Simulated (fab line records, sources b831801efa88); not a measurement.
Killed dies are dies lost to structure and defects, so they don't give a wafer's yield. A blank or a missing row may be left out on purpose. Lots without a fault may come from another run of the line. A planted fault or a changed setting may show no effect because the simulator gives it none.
fab line records | flow sky130
record lots=5 wafers=15 last_day=50
route steps=708 shown SD_N@350 SD_P@359 RES_XHIGH@360 SALICIDE@361 LI_CONTACT@362
lots that met no fault: from a run of the same line without faults
start_h: hours from the record's first day to the start of the lot's first wafer shown | wait_h: hours since the lot's step before | " the same as in the row above | L1.1+2: a row that stands for several wafers | - no value, or no start given | * or withheld: withheld | < > ~ a bound
route shown NAME@n: a module of which the file shows steps, and the number in the route of the first | usual: mean/standard deviation of fault-free wafers | same: alike in all rows | chamber/n: place in a boat | sites: the reading at each site | _std_site: their standard deviation | _edge_site: outer sites' mean less inner sites' | radius_mm: how far each site lies from the wafer's centre | mask NAME#n: copy n | behind: the tool/chamber that last shaped the wafer | hold: why the lot was held/for how many hours/how that ended | device: the transistor (n, p or np) that didn't switch | end of line: the same wafers' tests at the end of the route | a step without rows: its recipe alone | killed: dies lost to structure and defects at the first sort, not the wafer's yield | map: a wafer's dies, x killed, . not, _ none there
set.NAME: the setting as run; set.NAME@STEP: as run at that earlier step | model.NAME: the simulator's own value behind a step, which no gauge read
lots at some steps of the route; a table a step, a row a wafer
services: from which hour (start_h, from the record's first day; less than 0 if before it) a tool's chamber was out of use, for how many hours, and why
## steps
# step SKY_SD_N_OVL_MEAS_08
# usual SD_N_OVL=0.2/1.3
# columns lot.wafer tool chamber start_h wait_h SD_N_OVL[nm]
L074.2 overlay-02 - 639.88 0.1 -0.9
L074.3 " - " " -1.6
L074.4 " - " " 1.9
L083.1 overlay-01 - 722.16 0.1 1.7
L083.4 " - " " 0.5
L083.6 " - " " -0.5
L084.2 overlay-01 - 729.07 0.1 0.3
L084.3 " - " " -0.5
L084.5 " - " " -0.5
L093.2 overlay-01 - 799.28 0.1 1.5
L093.4 " - " " -0.1
L093.5 " - " " 0.1
L095.2 overlay-01 - 815.57 0.1 0.8
L095.3 " - " " 1.6
L095.6 " - " " 0.4
# step SKY_SD_N_IMPLANT_09
# recipe species=As energy_kev=50 dose_cm2=4e+15 tilt_deg=0
# usual dose_ions_cm2=4.001e+15/4.2e+12
# columns lot.wafer tool chamber start_h wait_h dose_ions_cm2
L074.2 implanter-02 0 639.93 0.0 4.003e+15
L074.3 " 0 " " 4.002e+15
L074.4 " 0 " " 4e+15
L083.1 implanter-01 0 722.20 0.0 4.002e+15
L083.4 " 0 " " 4.007e+15
L083.6 " 0 " " 4.002e+15
L084.2 implanter-02 0 729.12 0.0 3.998e+15
L084.3 " 0 " " 3.999e+15
L084.5 " 0 " " 4.003e+15
L093.2 implanter-03 0 799.33 0.0 4e+15
L093.4 " 0 " " 4.007e+15
L093.5 " 0 " " 4.002e+15
L095.2 implanter-03 0 815.62 0.0 3.999e+15
L095.3 " 0 " " 4.008e+15
L095.6 " 0 " " 4.001e+15
# step SKY_SD_N_IMPLANT_10
# recipe species=P energy_kev=20 dose_cm2=1e+14 tilt_deg=0
# usual dose_ions_cm2=9.999e+13/1e+11
# columns lot.wafer tool chamber start_h wait_h dose_ions_cm2
L074.2 implanter-02 0 640.08 0.1 9.997e+13
L074.3 " 0 " " 9.993e+13
L074.4 " 0 " " 9.991e+13
L083.1 implanter-01 0 722.35 0.1 9.996e+13
L083.4 " 0 " " 1e+14
L083.6 " 0 " " 1.0011e+14
L084.2 implanter-02 0 729.27 0.1 1.0018e+14
L084.3 " 0 " " 9.999e+13
L084.5 " 0 " " 1e+14
L093.2 implanter-03 0 799.48 0.1 9.995e+13
L093.4 " 0 " " 1e+14
L093.5 " 0 " " 1.0002e+14
L095.2 implanter-03 0 815.77 0.1 9.999e+13
L095.3 " 0 " " 9.995e+13
L095.6 " 0 " " 9.982e+13
# step SKY_SD_N_STRIP_11
# recipe chemistry=O2/N2 power_w=1400 pressure_mtorr=1500 platen_temp_c=withheld o2_flow_sccm=3000 n2_flow_sccm=300 overash_fraction=0.5
# usual drypump_motor_current_A=5.9/0.47 oes_product_au=0.528/0.0044 strip_time_to_endpoint_s=22.55/0.039
# columns lot.wafer tool chamber start_h wait_h drypump_motor_current_A oes_product_au rf_hours_counter_h strip_time_to_endpoint_s
L074.2 plasma_asher-02 1 640.21 0.1 5.7 0.525 19 22.51
L074.3 " 0 " " 6.1 0.524 - 22.53
L074.4 " 1 " " 5.7 0.536 - 22.49
L083.1 plasma_asher-01 0 722.50 0.1 6.6 0.529 94 22.47
L083.4 " 0 " " 6.6 0.532 - 22.48
L083.6 " 1 " " 6.1 0.530 - 22.53
L084.2 plasma_asher-01 0 729.40 0.1 6.6 0.528 94 22.59
L084.3 " 0 " " 6.6 0.534 - 22.64
L084.5 " 0 " " 6.6 0.528 - 22.63
L093.2 plasma_asher-01 1 799.61 0.1 6.1 0.527 102 22.56
L093.4 " 1 " " 6.1 0.525 - 22.53
L093.5 " 0 " " 6.6 0.534 - 22.59
L095.2 plasma_asher-02 0 815.90 0.1 6.1 0.515 37 22.56
L095.3 " 0 " " 6.1 0.524 - 22.59
L095.6 " 1 " " 5.7 0.530 - 22.56
# step SKY_SD_N_TW_MEAS_12
# usual SD_N_TW=4004/26
# columns lot.wafer tool chamber start_h wait_h SD_N_TW
L074.2 film_metro-02 - 640.32 0.1 4018
L074.3 " - " " 4036
L074.4 " - " " 4024
L083.1 film_metro-04 - 722.60 0.1 3983
L083.4 " - " " 3999
L083.6 " - " " 4007
L084.2 film_metro-04 - 729.51 0.1 3975
L084.3 " - " " 3964
L084.5 " - " " 3982
L093.2 film_metro-02 - 799.72 0.1 4013
L093.4 " - " " 4022
L093.5 " - " " 3994
L095.2 film_metro-01 - 816.01 0.1 4046
L095.3 " - " " 4054
L095.6 " - " " 4061
# step SKY_SD_N_CLEAN_13
# recipe chemistry=SC1/SC2 mix=1:4:20 temp_c=70 time_s=150 dry=n2_spin
# columns lot.wafer tool chamber start_h wait_h
L074.2+3+4 wet_bench-04 1 640.37 0.0
L083.1+4+6 wet_bench-04 1 722.66 0.1
L084.2+3+5 wet_bench-01 0 729.56 0.0
L093.2+4+5 wet_bench-04 0 799.77 0.0
L095.2+3+6 wet_bench-01 1 816.06 0.0
# step SKY_SD_N_RTA_14
# recipe temp_c=1075 time_s=2 idle_temp_c=650 ramp_up_c_per_s=150 ramp_down_c_per_s=90 ambient=N2
# usual anneal_temp_c_max=1081.1/1.1 chamber_o2_ppm=2.004/0.021 lamp_power_pct=15.74/0.045 wafer_temp_C_max=1078.2/1.4
# columns lot.wafer tool chamber start_h wait_h anneal_temp_c_max chamber_o2_ppm lamp_power_pct wafer_temp_C_max
L074.2 rtp_anneal-01 0 640.42 0.0 1080.5 2.008 15.69 1076.7
L074.3 " 0 " " 1080.5 1.997 15.74 1076.8
L074.4 " 0 " " 1079.6 2.011 15.78 1077.6
L083.1 rtp_anneal-01 0 722.71 0.0 1080.7 1.996 15.71 1078.7
L083.4 " 0 " " 1080.6 2.040 15.77 1078.4
L083.6 " 0 " " 1082.6 2.012 15.77 1076.1
L084.2 rtp_anneal-01 0 729.62 0.0 1082.7 2.000 15.72 1077.6
L084.3 " 0 " " 1080.4 2.009 15.73 1078.2
L084.5 " 0 " " 1083.8 2.023 15.73 1076.3
L093.2 rtp_anneal-02 0 799.82 0.0 1081.1 2.002 15.71 1078.8
L093.4 " 0 " " 1080.8 2.028 15.79 1079.6
L093.5 " 0 " " 1081.4 2.003 15.70 1077.4
L095.2 rtp_anneal-02 0 816.12 0.0 1082.2 1.959 15.75 1078.4
L095.3 " 0 " " 1080.0 1.995 15.74 1079.2
L095.6 " 0 " " 1082.8 1.987 15.68 1076.7
# step SKY_SD_N_RS_MEAS_16
# recipe thk_meas_gauge=four-point-probe
# usual SD_N_RS=68.61/0.11
# columns lot.wafer tool chamber start_h wait_h SD_N_RS[ohm/sq]
L074.2 film_metro-01 - 640.61 0.1 68.76
L074.3 " - " " 68.90
L074.4 " - " " 68.70
L083.1 film_metro-01 - 722.89 0.1 68.76
L083.4 " - " " 68.77
L083.6 " - " " 68.66
L084.2 film_metro-04 - 729.80 0.1 68.66
L084.3 " - " " 68.70
L084.5 " - " " 68.55
L093.2 film_metro-01 - 800.03 0.1 68.54
L093.4 " - " " 68.63
L093.5 " - " " 68.62
L095.2 film_metro-01 - 816.30 0.1 68.65
L095.3 " - " " 68.51
L095.6 " - " " 68.60
# step SKY_SD_N_RS_MEAS_17
# recipe thk_meas_gauge=four-point-probe
# usual SD_P_RS=147.2/0.34
# columns lot.wafer tool chamber start_h wait_h SD_P_RS[ohm/sq]
L074.2 film_metro-01 - 640.73 0.1 147.7
L074.3 " - " " 147.8
L074.4 " - " " 147.4
L083.1 film_metro-01 - 723.01 0.1 147.7
L083.4 " - " " 147.5
L083.6 " - " " 147.2
L084.2 film_metro-04 - 729.92 0.1 147.3
L084.3 " - " " 147.6
L084.5 " - " " 147.5
L093.2 film_metro-01 - 800.15 0.1 147.4
L093.4 " - " " 147.5
L093.5 " - " " 147.4
L095.2 film_metro-01 - 816.42 0.1 147.3
L095.3 " - " " 147.1
L095.6 " - " " 147.4
# step SKY_SD_N_RS_MEAS_18
# recipe thk_meas_gauge=four-point-probe
# usual RES_XHIGH_RS=333.7/1.3
# columns lot.wafer tool chamber start_h wait_h RES_XHIGH_RS[ohm/sq]
L074.2 film_metro-01 - 640.85 0.1 335.0
L074.3 " - " " 335.6
L074.4 " - " " 334.1
L083.1 film_metro-01 - 723.13 0.1 333.0
L083.4 " - " " 332.6
L083.6 " - " " 332.6
L084.2 film_metro-04 - 730.04 0.1 333.9
L084.3 " - " " 334.0
L084.5 " - " " 334.4
L093.2 film_metro-01 - 800.27 0.1 333.4
L093.4 " - " " 333.8
L093.5 " - " " 334.4
L095.2 film_metro-01 - 816.54 0.1 331.8
L095.3 " - " " 331.5
L095.6 " - " " 332.5
# step SKY_SALICIDE_CLEAN_00
# recipe chemistry=HF-last time_s=30 dilution=100:1 dry=ipa_marangoni
# columns lot.wafer tool chamber start_h wait_h
L074.2+3+4 wet_bench-02 2 640.95 0.1
L083.1+4+6 wet_bench-02 2 723.25 0.1
L084.2+3+5 wet_bench-04 3 730.14 0.1
L093.2+4+5 wet_bench-03 1 800.37 0.1
L095.2+3+6 wet_bench-02 0 816.64 0.1
# step SKY_LI_CONTACT_HDPCVD_00
# recipe material=PSG target_thk_nm=930 sigma_open_frac=0.3 time_s=155 temp_c=600 sih4_flow_sccm=60 pressure_mtorr=6
# usual susceptor_temp_C=599.97/0.27
# columns lot.wafer tool chamber start_h wait_h susceptor_temp_C
L074.2 hdpcvd-01 0 640.97 0.0 599.90
L074.3 " 2 " " 599.63
L074.4 " 2 " " 599.51
L083.1 hdpcvd-02 2 723.27 0.0 599.98
L083.4 " 2 " " 600.04
L083.6 " 0 " " 599.85
L084.2 hdpcvd-01 0 730.16 0.0 599.65
L084.3 " 1 " " 599.62
L084.5 " 2 " " 600.03
L093.2 hdpcvd-01 2 800.38 0.0 599.95
L093.4 " 0 " " 600.05
L093.5 " 2 " " 599.84
L095.2 hdpcvd-01 1 816.66 0.0 600.01
L095.3 " 2 " " 599.50
L095.6 " 0 " " 600.18
# step SKY_LI_CONTACT_THK_MEAS_01
# recipe reads=PSG_of_LI_CONTACT_HDPCVD_00
# usual LI_CONTACT_HDPCVD_THK=931/9.4
# columns lot.wafer tool chamber start_h wait_h LI_CONTACT_HDPCVD_THK[nm]
L074.2 film_metro-02 - 641.08 0.1 937
L074.3 " - " " 921
L074.4 " - " " 928
L083.1 film_metro-04 - 723.37 0.1 924
L083.4 " - " " 927
L083.6 " - " " 928
L084.2 film_metro-01 - 730.27 0.1 933
L084.3 " - " " 924
L084.5 " - " " 932
L093.2 film_metro-02 - 800.50 0.1 927
L093.4 " - " " 933
L093.5 " - " " 932
L095.2 film_metro-04 - 816.77 0.1 940
L095.3 " - " " 938
L095.6 " - " " 947
# step SKY_LI_CONTACT_CMP_02
# recipe material=PSG down_force_psi=4 platen_rpm=60 pad_velocity_m_s=0.94248
# usual motor_current_A=12.1/1 time_to_endpoint_s=32.8/2.3
# columns lot.wafer tool chamber start_h wait_h motor_current_A time_to_endpoint_s
L074.2 cmp-02 1 641.13 0.0 11.1 31.5
L074.4 " 2 " " 10.5 33.0
L074.3 " 3 " " 11.5 33.7
L083.1 cmp-02 1 723.43 0.1 11.5 31.3
L083.4 " 2 " " 10.8 35.5
L083.6 " 1 " " 12.1 30.6
L084.3 cmp-02 2 730.32 0.0 10.2 36.5
L084.2 " 3 " " 11.9 35.3
L084.5 " 3 " " 11.7 37.0
L093.2 cmp-02 0 800.55 0.0 11.0 35.0
L093.4 " 3 " " 11.5 36.3
L093.5 " 0 " " 10.8 35.0
L095.2 cmp-02 3 816.92 0.1 11.3 34.0
L095.3 " 0 " " 11.7 33.9
L095.6 " 2 " " 10.8 37.0
# step SKY_LI_CONTACT_BOW_MEAS_03
# recipe mode=bow
# usual LI_CONTACT_BOW=57/6.5
# columns lot.wafer tool chamber start_h wait_h LI_CONTACT_BOW[um]
L074.2 film_metro-02 - 641.45 0.3 65
L074.3 " - " " 55
L074.4 " - " " 50
L083.1 film_metro-04 - 723.73 0.2 46
L083.4 " - " " 56
L083.6 " - " " 47
L084.2 film_metro-01 - 730.64 0.2 59
L084.3 " - " " 46
L084.5 " - " " 71
L093.2 film_metro-02 - 800.87 0.3 39
L093.4 " - " " 54
L093.5 " - " " 49
L095.2 film_metro-02 - 817.14 0.2 56
L095.3 " - " " 57
L095.6 " - " " 53
# step SKY_LI_CONTACT_DEHYDRATE_04
# recipe temp_c=200 time_s=60
# columns lot.wafer tool chamber start_h wait_h
L074.2+3+4 litho_track-04 0 654.92 13.5
L083.1+4+6 litho_track-02 0 737.12 13.4
L084.2+3+5 litho_track-02 0 743.70 13.0
L093.2+4+5 litho_track-02 0 814.05 13.2
L095.2+3+6 litho_track-04 0 829.72 12.6
# step SKY_LI_CONTACT_HMDS_05
# recipe prime_time_s=60 prime_temp_c=120
# columns lot.wafer tool chamber start_h wait_h
L074.2+3+4 litho_track-04 0 655.07 0.1
L083.1+4+6 litho_track-02 0 737.27 0.1
L084.2+3+5 litho_track-02 0 743.85 0.1
L093.2+4+5 litho_track-02 0 814.20 0.1
L095.2+3+6 litho_track-04 0 829.87 0.1
# step SKY_LI_CONTACT_COAT_06
# recipe resist=BARC temp_c=withheld time_s=withheld spin_rpm=3000 resist_thk_nm=60
# columns lot.wafer tool chamber start_h wait_h
L074.2+3+4 litho_track-04 0 655.22 0.1
L083.1+4+6 litho_track-02 0 737.42 0.1
L084.2+3+5 litho_track-02 0 744.00 0.1
L093.2+4+5 litho_track-02 0 814.35 0.1
L095.2+3+6 litho_track-04 0 830.02 0.1
# step SKY_LI_CONTACT_COAT_07
# recipe resist=KrF-thick spin_rpm=3000 resist_thk_nm=450
# columns lot.wafer tool chamber start_h wait_h
L074.2+3+4 litho_track-04 0 - -
L083.1+4+6 litho_track-02 0 - -
L084.2+3+5 litho_track-02 0 - -
L093.2+4+5 litho_track-02 0 - -
L095.2+3+6 litho_track-04 0 - -
# step SKY_LI_CONTACT_SOFTBAKE_08
# recipe temp_c=100 time_s=90 resist=KrF-thick
# columns lot.wafer tool chamber start_h wait_h
L074.2+3+4 litho_track-04 0 - -
L083.1+4+6 litho_track-02 0 - -
L084.2+3+5 litho_track-02 0 - -
L093.2+4+5 litho_track-02 0 - -
L095.2+3+6 litho_track-04 0 - -
# step SKY_LI_CONTACT_EXPOSE_09
# recipe mask_id=LICM1 na=0.8 source_shape=annular sigma_inner=0.55 sigma_outer=0.85 target_cd_nm=170 dose_mj=38
# usual stage_vel_mm_s=500.04/0.25
# columns lot.wafer tool chamber start_h wait_h mask stage_vel_mm_s
L074.2 krf_scanner-01 0 - - LICM1#0 499.83
L074.3 " 0 " " LICM1#0 500.29
L074.4 " 0 " " LICM1#0 499.92
L083.1 krf_scanner-01 0 - - LICM1#0 500.35
L083.4 " 0 " " LICM1#0 500.02
L083.6 " 0 " " LICM1#0 500.09
L084.2 krf_scanner-02 0 - - LICM1#0 499.64
L084.3 " 0 " " LICM1#0 499.82
L084.5 " 0 " " LICM1#0 499.86
L093.2 krf_scanner-01 0 - - LICM1#0 500.34
L093.4 " 0 " " LICM1#0 500.38
L093.5 " 0 " " LICM1#0 500.45
L095.2 krf_scanner-02 0 - - LICM1#0 499.73
L095.3 " 0 " " LICM1#0 499.57
L095.6 " 0 " " LICM1#0 499.61
# step SKY_LI_CONTACT_PEB_10
# recipe peb_temp_c=withheld peb_time_s=withheld resist=KrF-thick
# columns lot.wafer tool chamber start_h wait_h
L074.2+3+4 litho_track-02 0 - -
L083.1+4+6 litho_track-04 0 - -
L084.2+3+5 litho_track-02 0 - -
L093.2+4+5 litho_track-01 0 - -
L095.2+3+6 litho_track-01 0 - -
# step SKY_LI_CONTACT_DEVELOP_11
# recipe develop_time_s=60 resist=KrF-thick dev_temp_c=21
# usual developer_temp_C=21.01/0.1
# same develop_time_s=60
# columns lot.wafer tool chamber start_h wait_h developer_temp_C
L074.2 litho_track-02 0 - - 21.20
L074.3 " 0 " " 20.97
L074.4 " 0 " " 21.00
L083.1 litho_track-04 0 - - 21.15
L083.4 " 0 " " 21.10
L083.6 " 0 " " 20.85
L084.2 litho_track-02 0 - - 20.85
L084.3 " 0 " " 20.98
L084.5 " 0 " " 20.93
L093.2 litho_track-01 0 - - 20.98
L093.4 " 0 " " 20.96
L093.5 " 0 " " 20.99
L095.2 litho_track-01 0 - - 20.93
L095.3 " 0 " " 21.04
L095.6 " 0 " " 21.13
# step SKY_LI_CONTACT_CD_MEAS_12
# recipe target_cd_nm=170
# usual cd_nm=169.5/1.6
# columns lot.wafer tool chamber start_h wait_h cd_nm
L074.2 cd_sem-02 - 669.59 - 168.7
L074.3 " - " " 169.0
L074.4 " - " " 169.1
L083.1 cd_sem-02 - 751.35 - 169.9
L083.4 " - " " 170.2
L083.6 " - " " 169.3
L084.2 cd_sem-01 - 757.44 - 167.7
L084.3 " - " " 169.9
L084.5 " - " " 170.3
L093.2 cd_sem-01 - 827.91 - 169.1
L093.4 " - " " 170.6
L093.5 " - " " 169.2
L095.2 cd_sem-02 - 843.01 - 170.0
L095.3 " - " " 171.1
L095.6 " - " " 171.7
# step SKY_LI_CONTACT_OVL_MEAS_13
# usual LI_CONTACT_OVL=-1/4.7
# columns lot.wafer tool chamber start_h wait_h LI_CONTACT_OVL[nm]
L074.2 overlay-01 - 669.70 0.1 0
L074.3 " - " " -6
L074.4 " - " " -3
L083.1 overlay-01 - 751.47 0.1 2
L083.4 " - " " -2
L083.6 " - " " 5
L084.2 overlay-01 - 757.55 0.1 3
L084.3 " - " " 3
L084.5 " - " " 9
L093.2 overlay-02 - 828.02 0.1 -9
L093.4 " - " " -2
L093.5 " - " " -2
L095.2 overlay-02 - 843.12 0.1 1
L095.3 " - " " 1
L095.6 " - " " 4
# step SKY_LI_CONTACT_ETCH_14
# recipe chemistry=N2/H2 target=BARC ion_energy_ev=200 source_w=500 bias_w=100 pressure_mtorr=30 n2_flow_sccm=100 h2_flow_sccm=200 stop_on=SiO2 time_s=45.9 target_depth_a=600
# usual drypump_motor_current_A=5.77/0.27 h2_flow_sccm=200.0/0.59 oes_product_au=0.854/0.0045 throttle_valve_pct=13.225/0.0082
# columns lot.wafer tool chamber start_h wait_h drypump_motor_current_A h2_flow_sccm oes_product_au rf_hours_counter_h throttle_valve_pct
L074.2 rie_diel-01 1 669.73 0.0 5.79 200.4 0.855 0 13.220
L074.3 " 3 " " 5.42 199.2 0.861 1 13.211
L074.4 " 0 " " 5.94 199.6 0.854 6 13.216
L083.1 rie_diel-01 0 751.51 0.0 5.92 200.9 0.860 8 13.220
L083.4 " 2 " " 6.13 200.1 0.858 9 13.223
L083.6 " 2 " " 6.14 199.8 0.858 - 13.216
L084.2 rie_diel-03 3 757.58 0.0 5.58 200.8 0.858 3 13.229
L084.3 " 0 " " 6.03 201.0 0.854 8 13.215
L084.5 " 3 " " 5.59 199.9 0.859 - 13.220
L093.2 rie_diel-01 2 828.05 0.0 6.14 201.6 0.852 11 13.222
L093.4 " 1 " " 5.82 199.5 0.850 5 13.238
L093.5 " 3 " " 5.42 199.9 0.853 - 13.217
L095.2 rie_diel-01 3 843.15 0.0 5.42 198.8 0.854 6 13.229
L095.3 " 2 " " 6.15 200.3 0.861 12 13.219
L095.6 " 2 " " 6.15 200.0 0.861 - 13.219
# step SKY_LI_CONTACT_ETCH_15
# recipe target=PSG chemistry=C4F8/O2/Ar stop_on=Si taper_deg=4.15 mask_material=KrF-thick source_w=1500 bias_w=1200 pressure_mtorr=40 c4f8_flow_sccm=withheld O2_flow_sccm=6 Ar_flow_sccm=300 time_s=withheld target_depth_a=6000
# usual oes_product_au=0.837/0.0045
# columns lot.wafer tool chamber start_h wait_h oes_product_au
L074.2 rie_diel-01 1 669.77 0.0 0.835
L074.3 " 3 " " 0.845
L074.4 " 0 " " 0.839
L083.1 rie_diel-01 0 751.55 0.0 0.830
L083.4 " 2 " " 0.836
L083.6 " 2 " " 0.841
L084.2 rie_diel-03 3 757.62 0.0 0.839
L084.3 " 0 " " 0.834
L084.5 " 3 " " 0.841
L093.2 rie_diel-01 2 828.09 0.0 0.834
L093.4 " 1 " " 0.839
L093.5 " 3 " " 0.830
L095.2 rie_diel-01 3 843.19 0.0 0.841
L095.3 " 2 " " 0.834
L095.6 " 2 " " 0.839
# step SKY_LI_CONTACT_STRIP_16
# recipe chemistry=O2/N2 power_w=1400 pressure_mtorr=1500 platen_temp_c=withheld o2_flow_sccm=3000 n2_flow_sccm=300 overash_fraction=0.5
# usual drypump_motor_current_A=5.6/0.43 oes_product_au=0.376/0.0047 strip_time_to_endpoint_s=3.500/0.029
# columns lot.wafer tool chamber start_h wait_h drypump_motor_current_A oes_product_au rf_hours_counter_h strip_time_to_endpoint_s
L074.2 plasma_asher-03 0 669.86 - 4.9 0.374 95 3.536
L074.3 " 0 " " 4.9 0.377 - 3.481
L074.4 " 1 " " 5.7 0.375 - 3.516
L083.1 plasma_asher-02 0 751.63 - 6.1 0.389 30 3.523
L083.4 " 1 " " 5.7 0.383 - 3.546
L083.6 " 0 " " 6.1 0.378 - 3.500
L084.2 plasma_asher-03 1 757.71 - 5.7 0.375 1 3.484
L084.3 " 1 " " 5.7 0.370 - 3.443
L084.5 " 0 " " 4.9 0.375 - 3.515
L093.2 plasma_asher-03 0 828.18 - 4.9 0.374 6 3.512
L093.4 " 1 " " 5.7 0.380 - 3.480
L093.5 " 0 " " 4.9 0.384 - 3.463
L095.2 plasma_asher-03 1 843.28 - 5.7 0.374 8 3.494
L095.3 " 1 " " 5.8 0.383 - 3.524
L095.6 " 1 " " 5.7 0.380 - 3.522
# step SKY_LI_CONTACT_CLEAN_17
# recipe chemistry=NMP time_s=600 temp_c=60 dry=n2_spin
# columns lot.wafer tool chamber start_h wait_h
L074.2+3+4 wet_bench-01 2 669.96 0.1
L083.1+4+6 wet_bench-03 1 751.73 0.1
L084.2+3+5 wet_bench-03 3 757.81 0.1
L093.2+4+5 wet_bench-01 0 828.28 0.1
L095.2+3+6 wet_bench-03 3 843.42 0.1
# step SKY_LI_CONTACT_PRE_CLEAN_18
# recipe gas=Ar time_s=5.6 bias_v=358
# usual bias_v=358/3.5
# columns lot.wafer tool chamber start_h wait_h bias_v
L074.2 pvd_sputter-04 - 670.13 0.0 359
L074.3 " - " " 354
L074.4 " - " " 359
L083.1 pvd_sputter-03 - 751.91 0.0 356
L083.4 " - " " 347
L083.6 " - " " 354
L084.2 pvd_sputter-04 - 757.98 0.0 350
L084.3 " - " " 351
L084.5 " - " " 360
L093.2 pvd_sputter-04 - 828.45 0.0 354
L093.4 " - " " 355
L093.5 " - " " 351
L095.2 pvd_sputter-03 - 843.60 0.0 360
L095.3 " - " " 360
L095.6 " - " " 358
# step SKY_LI_CONTACT_SPUTTER_19
# recipe material=Ti target_thk_nm=20 chamber_pressure_pa=5 power_w=2500 substrate_temp_c=200 time_s=106.37
# usual throttle_valve_pct=30.3/1.1
# columns lot.wafer tool chamber start_h wait_h throttle_valve_pct
L074.2 pvd_sputter-04 - 670.15 0.0 29.0
L074.3 " - " " 32.7
L074.4 " - " " 29.2
L083.1 pvd_sputter-03 - 751.93 0.0 29.0
L083.4 " - " " 29.6
L083.6 " - " " 29.1
L084.2 pvd_sputter-04 - 758.00 0.0 32.4
L084.3 " - " " 31.6
L084.5 " - " " 29.0
L093.2 pvd_sputter-04 - 828.47 0.0 31.2
L093.4 " - " " 28.9
L093.5 " - " " 32.3
L095.2 pvd_sputter-03 - 843.62 0.0 29.9
L095.3 " - " " 29.1
L095.6 " - " " 29.7
# step SKY_LI_CONTACT_SPUTTER_20
# recipe material=TiN target_thk_nm=20 chamber_pressure_pa=5 power_w=4000 time_s=80
# usual throttle_valve_pct=30.3/1.1
# columns lot.wafer tool chamber start_h wait_h throttle_valve_pct
L074.2 pvd_sputter-04 - 670.23 0.0 29.0
L074.3 " - " " 32.4
L074.4 " - " " 29.4
L083.1 pvd_sputter-03 - 752.00 0.0 28.9
L083.4 " - " " 29.8
L083.6 " - " " 29.2
L084.2 pvd_sputter-04 - 758.08 0.0 32.3
L084.3 " - " " 31.6
L084.5 " - " " 29.0
L093.2 pvd_sputter-04 - 828.55 0.0 31.6
L093.4 " - " " 29.0
L093.5 " - " " 32.3
L095.2 pvd_sputter-03 - 843.69 0.0 30.3
L095.3 " - " " 29.3
L095.6 " - " " 29.7
# step SKY_LI_CONTACT_CVD_21
# recipe material=W target_thk_nm=400 time_s=120.56 temp_c=400 pressure_torr=40
# usual heater_power_w=839/64 susceptor_temp_C=399.94/0.25
# columns lot.wafer tool chamber start_h wait_h heater_power_w susceptor_temp_C
L074.2 cvd_w-01 1 670.29 0.0 774 399.80
L074.3 " 1 " " 756 399.81
L074.4 " 0 " " 810 400.28
L083.1 cvd_w-02 1 752.06 0.0 856 400.25
L083.4 " 1 " " 847 400.19
L083.6 " 1 " " 855 399.89
L084.2 cvd_w-01 0 758.14 0.0 809 399.56
L084.3 " 1 " " 752 400.22
L084.5 " 1 " " 761 400.12
L093.2 cvd_w-01 0 828.61 0.0 814 400.18
L093.4 " 0 " " 826 399.98
L093.5 " 0 " " 809 400.07
L095.2 cvd_w-02 1 843.76 0.0 854 400.03
L095.3 " 1 " " 865 399.96
L095.6 " 1 " " 864 399.47
# step SKY_LI_CONTACT_RS_MEAS_22
# recipe thk_meas_gauge=four-point-probe reads=W_of_LI_CONTACT_CVD_21+TiN_of_LI_CONTACT_SPUTTER_20+Ti_of_LI_CONTACT_SPUTTER_19
# usual LI_CONTACT_W_RS=0.286/0.0041
# columns lot.wafer tool chamber start_h wait_h LI_CONTACT_W_RS[ohm/sq]
L074.2 film_metro-02 - 670.43 0.1 0.285
L074.3 " - " " 0.288
L074.4 " - " " 0.283
L083.1 film_metro-01 - 752.19 0.1 0.281
L083.4 " - " " 0.282
L083.6 " - " " 0.281
L084.2 film_metro-02 - 758.28 0.1 0.281
L084.3 " - " " 0.287
L084.5 " - " " 0.284
L093.2 film_metro-01 - 828.75 0.1 0.291
L093.4 " - " " 0.291
L093.5 " - " " 0.293
L095.2 film_metro-01 - 843.90 0.1 0.280
L095.3 " - " " 0.284
L095.6 " - " " 0.282
# step SKY_LI_CONTACT_THK_MEAS_23
# recipe thk_meas_gauge=xrf reads=W_of_LI_CONTACT_CVD_21
# usual LI_CONTACT_W_THK=407/7.1
# columns lot.wafer tool chamber start_h wait_h LI_CONTACT_W_THK[nm]
L074.2 film_metro-02 - 670.54 0.1 413
L074.3 " - " " 408
L074.4 " - " " 417
L083.1 film_metro-01 - 752.31 0.1 415
L083.4 " - " " 408
L083.6 " - " " 414
L084.2 film_metro-02 - 758.39 0.1 414
L084.3 " - " " 407
L084.5 " - " " 414
L093.2 film_metro-01 - 828.86 0.1 405
L093.4 " - " " 403
L093.5 " - " " 399
L095.2 film_metro-01 - 844.01 0.1 413
L095.3 " - " " 406
L095.6 " - " " 415
# step SKY_LI_CONTACT_CMP_24
# recipe stop_on=PSG t_overpolish_s=20 down_force_psi=3.5 platen_rpm=60 target_thk_nm=0 pad_velocity_m_s=0.94248
# usual motor_current_A=11.2/0.94 overpolish_run_s=19.999/0.0095 time_to_endpoint_s=95/3.8
# columns lot.wafer tool chamber start_h wait_h motor_current_A overpolish_run_s time_to_endpoint_s
L074.2 cmp-01 2 670.64 0.1 11.9 20.000 99
L074.3 " 3 " " 11.8 20.003 97
L074.4 " 0 " " 11.7 19.998 95
L083.1 cmp-02 3 752.37 0.1 11.2 19.982 104
L083.4 " 1 " " 10.7 19.980 97
L083.6 " 3 " " 11.6 19.994 101
L084.3 cmp-01 2 758.49 0.1 11.8 19.990 96
L084.2 " 0 " " 11.8 19.988 99
L084.5 " 2 " " 12.0 20.005 98
L093.2 cmp-01 0 828.91 0.0 11.5 19.999 95
L093.4 " 3 " " 11.9 19.994 93
L093.5 " 1 " " 12.8 19.996 87
L095.2 cmp-02 0 844.16 0.1 10.4 20.000 99
L095.3 " 2 " " 9.5 19.985 97
L095.6 " 0 " " 10.1 19.993 97
## services
# columns tool chamber start_h hours kind
cmp-01 - 626.03 20.9 pm
krf_scanner-01 - 634.21 1.0 pm
plasma_asher-01 - 637.79 3.7 repair
implanter-03 - 642.74 3.4 repair
cvd_w-01 - 652.05 6.9 pm
rie_diel-01 2 654.32 5.8 repair
wet_bench-04 - 676.90 1.8 repair
implanter-02 - 732.13 4.8 repair
plasma_asher-03 - 733.75 9.0 pm
implanter-02 - 735.41 4.8 repair
cmp-02 - 744.00 4.0 pm
wet_bench-04 - 750.63 31.6 pm
rie_diel-01 - 753.58 2.8 pm
wet_bench-01 - 754.47 4.8 repair
implanter-02 - 773.10 4.7 pm
cmp-02 - 781.12 2.5 repair
plasma_asher-03 - 789.07 23.1 repair
cmp-02 - 791.38 7.0 pm
plasma_asher-03 - 797.02 1.1 repair
rie_diel-01 0 807.37 3.4 repair
cmp-02 - 829.14 5.0 repair
wet_bench-04 - 834.24 3.1 repair
pvd_sputter-04 - 834.45 0.6 repair
pvd_sputter-04 - 837.07 1.5 repair
## key
fault none
